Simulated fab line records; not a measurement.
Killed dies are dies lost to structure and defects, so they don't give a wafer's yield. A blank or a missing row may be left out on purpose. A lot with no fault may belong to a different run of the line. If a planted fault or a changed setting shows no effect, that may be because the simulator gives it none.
Comparing a struck lot with a sound one | flow sky130 | 43 out of 708 route steps
Sound: the wafers L574.1, L574.4, L574.5. Wafers L588.4, L588.5, L588.6 were the ones struck. The cause comes at the end.
For every step that has rows: the tool of each side, followed by ch and its chambers, followed by its first start. Under that, the readings that differ: sound wafers | struck wafers | difference of the means | sigmas: that difference in standard deviations of wafers without a fault.
alike: same words and numbers on both sides, and readings whose means sit less than 2 such deviations apart. not compared: any withheld reading, any reading some wafer has no value for, any bound like >300 that may hide the same value, and any number with overlapping values for which the record gives no deviation.
The two part at a step that has a row with sigmas, a row that says differs or no value, or rows on one side only. Numbers that have no deviation but don't overlap get no sigmas and don't part them. A reading missing from all wafers of one side parts the sides only when that side holds two or more wafers.

first, 8 steps without rows for these wafers: SKY_METAL4_DEHYDRATE_05 (time 60 s); SKY_METAL4_HMDS_06 (prime time 60 s); SKY_METAL4_COAT_07 (resist thk 59.37 nm); SKY_METAL4_COAT_08 (resist thk 1140 nm); SKY_METAL4_SOFTBAKE_09 (time 90 s); SKY_METAL4_EXPOSE_10 (exposes mask MM4, target cd 300 nm); SKY_METAL4_PEB_11; SKY_METAL4_DEVELOP_12 (develop time 60 s).
SKY_METAL4_CD_MEAS_13: the cd target is 300 nm.
  struck on cd_sem-02, day 45 13:05; sound on cd_sem-01, day 41 11:53
  alike: cd_nm
SKY_METAL4_OVL_MEAS_14:
  struck on overlay-02, day 45 13:10; sound on overlay-01, day 41 12:01
  alike: METAL4_OVL
then, 2 steps without rows for these wafers: SKY_METAL4_DESCUM_15 (chemistry O2, time 8 s); SKY_METAL4_ETCH_16 (etches BARC in N2/H2, stops on SiO2, time 88.2 s, target depth 60 nm).
SKY_METAL4_ETCH_17: etches SiO2 in C4F8/O2/Ar, stops on TiN, time 3.9 s, target depth 15 nm.
  sound on rie_diel-01 ch 1,2, day 41 12:19; struck on rie_diel-03 ch 2,3, day 45 13:19
  alike: oes_product_au
  not compared: rf_hours_counter_h
then, 6 steps without rows for these wafers: SKY_METAL4_METAL_ETCH_18 (etches the open film in Cl2/BCl3, stops on SiO2, target depth 845 nm, time 183.1 s); SKY_METAL4_STRIP_19 (strips in O2/N2); SKY_METAL4_STRIP_20 (strips in post etch residue remover, time 1200 s); SKY_METAL4_CLEAN_21 (cleans in IPA, time 180 s); SKY_METAL4_CLEAN_22 (cleans in O3/DIW); SKY_VIA4_HDPCVD_00 (deposits SiO2, target thk 1750 nm, time 304.5 s).
SKY_VIA4_THK_MEAS_01:
  struck on film_metro-01, day 45 14:19; sound on film_metro-01, day 41 13:22
  alike: VIA4_HDPCVD_THK
SKY_VIA4_CMP_02: polishes SiO2.
  sound on cmp-02 ch 0,2,3, day 41 13:26; struck on cmp-01 ch 1,2,3, day 45 14:27
  alike: motor_current_A, platen_rpm, slurry_filter_dp_kPa
SKY_VIA4_BOW_MEAS_03:
  struck on film_metro-01, day 45 14:43; sound on film_metro-04, day 41 13:44
  alike: VIA4_BOW
then, 7 steps without rows for these wafers: SKY_VIA4_DEHYDRATE_04 (time 60 s); SKY_VIA4_HMDS_05 (prime time 60 s); SKY_VIA4_COAT_06 (resist thk 1140 nm); SKY_VIA4_SOFTBAKE_07 (time 60 s); SKY_VIA4_EXPOSE_08 (exposes mask VIM4, target cd 800 nm); SKY_VIA4_PEB_09; SKY_VIA4_DEVELOP_10 (develop time 60 s).
SKY_VIA4_OVL_MEAS_11:
  struck on overlay-01, day 46 11:04; sound on overlay-01, day 42 13:32
  alike: VIA4_OVL
SKY_VIA4_ETCH_12: etches SiO2 in C4F8/O2/Ar, stops on TiN, target depth 580 nm.
  sound on rie_diel-04 ch 1,3, day 42 13:34; struck on rie_diel-04 ch 0,1,2, day 46 11:05
  alike: oes_product_au
SKY_VIA4_STRIP_13: strips in O2/N2.
  sound on plasma_asher-01 ch 1, day 42 13:38; struck on plasma_asher-04 ch 0,1, day 46 11:11
  alike: drypump_motor_current_A, oes_product_au, strip_time_to_endpoint_s
  not compared: rf_hours_counter_h
then, 3 steps without rows for these wafers: SKY_VIA4_STRIP_14 (strips in post etch residue remover, time 1200 s); SKY_VIA4_CLEAN_15 (cleans in IPA, time 180 s); SKY_VIA4_CLEAN_16 (cleans in O3/DIW).
SKY_VIA4_SPUTTER_17: material TiN, target thk 20 nm, time 80 s.
  struck on pvd_sputter-03, day 46 11:54; sound on pvd_sputter-02, day 42 14:17
  alike: throttle_valve_pct
SKY_VIA4_CVD_18: deposits W, target thk 505 nm, time 152.14 s.
  sound on cvd_w-02 ch 1, day 42 14:21; struck on cvd_w-01 ch 0,1, day 46 12:01
  alike: heater_power_w
SKY_VIA4_RS_MEAS_19: the measuring method here is four-point-probe.
  struck on film_metro-01, day 46 12:10; sound on film_metro-03, day 42 14:30
  alike: VIA4_W_RS
SKY_VIA4_THK_MEAS_20: measures by xrf.
  struck on film_metro-01, day 46 12:16; sound on film_metro-03, day 42 14:37
  alike: VIA4_W_THK
then, 3 steps without rows for these wafers: SKY_VIA4_CMP_21 (polishes, stops on SiO2, t overpolish 25 s, target thk 0 nm); SKY_METAL5_SPUTTER_00 (material Ti, target thk 15 nm, time 10 s); SKY_METAL5_SPUTTER_01 (material TiN, target thk 20 nm, time 16.7 s).
-- the record jumps here: 3 days lie between the struck wafers' starts before and after (it left off in module METAL5 and takes up again in module PAD_OPEN, whose first step shown is number 708 of the route) --
SKY_PAD_OPEN_PROBE_99:
  struck on prober-02, day 49 02:36; sound on prober-02, day 45 14:31
  reading                               | sound               | struck            | difference | sigmas
  defect_limited_yield (%)              | 82.1 82.1 83.5      | 68.3 75.8 71.5    | -10.7      | -6
  killed_at_M4_up                       | 0 2 2               | 76 35 62          | +56        | +28
  killed_dies                           | 88 88 81            | 156 119 140       | +53        | +6
  sort_bin_3_pad_short (%)              | 0.4 0.6 0.8         | 4.3 2.2 4.1       | +2.9       | +7
  sort_bin_5_function (%)               | 10.6 10.6 9.8       | 19.7 14.0 18.1    | +6.9       | +5
  sort_n_pass                           | 404 404 411         | 336 373 352       | -53        | -6
  sort_yield_pct (%)                    | 82.1 82.1 83.5      | 68.3 75.8 71.5    | -10.7      | -6
  model.etest.tester.sort_n_pass        | 404 404 411         | 336 373 352       | -53        |
  model.etest.tester.sort_yield_pct (%) | 82.11 82.11 83.54   | 68.29 75.81 71.54 | -10.71     |
  model.etest.tester.sort_bin_5_pct (%) | 10.57 10.57 9.756   | 19.72 14.02 18.09 | +6.98      |
  model.etest.tester.sort_bin_3_pct (%) | 0.4065 0.6098 0.813 | 4.268 2.236 4.065 | +2.913     |
  alike: killed_at_M0_to_M3, killed_at_contacts, killed_at_front_end, killed_at_other, killed_on_rim, killed_open, killed_short, sort_bin_6_memory

WHERE THEY PART
Only at SKY_PAD_OPEN_PROBE_99, as far as this record shows.

WHY: the cause the simulator had injected
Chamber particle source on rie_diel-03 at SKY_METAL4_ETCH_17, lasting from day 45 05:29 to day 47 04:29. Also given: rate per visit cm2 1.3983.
